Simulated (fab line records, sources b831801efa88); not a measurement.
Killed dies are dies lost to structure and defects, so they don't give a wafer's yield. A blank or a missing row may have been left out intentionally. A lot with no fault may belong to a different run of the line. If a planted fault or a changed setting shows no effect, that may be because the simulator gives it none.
Chamber matching ; flow sky130 ; 4 sister chambers for SKY_VIA4_CMP_21 on cmp-01
The step polishes, stops on SiO2, t overpolish 25 s, target thk 0 nm. 18 wafers are shown with their chamber, then 9 later ones without.

EACH WAFER AND ITS CHAMBER
wafer;chamber;motor-current-A (A);time-to-endpoint-s (s);overpolish-run-s (s)
L272.1;0;9.8;127;25.001
L272.3;3;10.5;134;25.003
L272.4;1;9.1;137;24.985
L274.1;1;9.0;135;25.000
L274.3;0;9.6;126;24.992
L274.6;2;11.4;131;24.987
L276.2;3;10.4;135;24.991
L276.3;2;11.4;126;25.002
L276.4;1;8.5;138;25.011
L279.1;0;10.3;126;24.994
L279.3;3;10.6;137;24.984
L279.6;3;10.4;130;24.994
L280.1;0;9.3;127;25.017
L280.4;1;8.4;135;24.989
L280.5;1;8.4;137;24.995
L281.3;1;8.4;134;25.005
L281.4;3;10.1;129;24.988
L281.5;0;9.5;124;25.000

SIGNATURES (averages over the wafers above)
reading;chamber 0;chamber 1;chamber 2;chamber 3;scatter within a chamber
motor-current-A;9.700;8.633;11.400;10.400;0.299
time-to-endpoint-s;126.00;136.00;128.50;133.00;2.34
overpolish-run-s;25.00080;24.99750;24.99450;24.99200;0.0092
Rule: for a wafer and a chamber, the distance is found by dividing, reading by reading, the gap between the wafer's reading and the chamber's mean by the reading's scatter, squaring, summing and taking the root. If the next closest chamber is less than 2 further off than the closest, the wafer can't be placed; otherwise it belongs to the closest. The scatter: take each reading less its chamber's mean, square it, sum over the shown wafers, divide by the number of wafers less the number of chambers, and take the root.

WAFERS WHOSE CHAMBER IS MISSING
wafer;motor-current-A (A);time-to-endpoint-s (s);overpolish-run-s (s)
L283.1;10.0;128;25.004
L283.4;10.2;131;25.011
L283.6;9.3;137;25.015
L284.1;10.2;125;24.992
L284.4;11.9;127;24.991
L284.5;10.0;123;24.987
L289.3;9.1;134;24.992
L289.5;11.6;126;25.001
L289.6;10.3;136;24.997

WHICH CHAMBER EACH ONE RAN IN
wafer;from the rows above;in truth
L283.1;can't be placed: 0 or 3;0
L283.4;can't be placed: 3 or 0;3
L283.6;can't be placed: 1 or 3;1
L284.1;can't be placed: 0 or 3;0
L284.4;2;2
L284.5;0;0
L289.3;1;1
L289.5;2;2
L289.6;3;3
5 of 9 placed correctly. Unplaceable from these rows: 4, with the true chamber sitting among the candidates in 4. Number placed wrongly: 0.
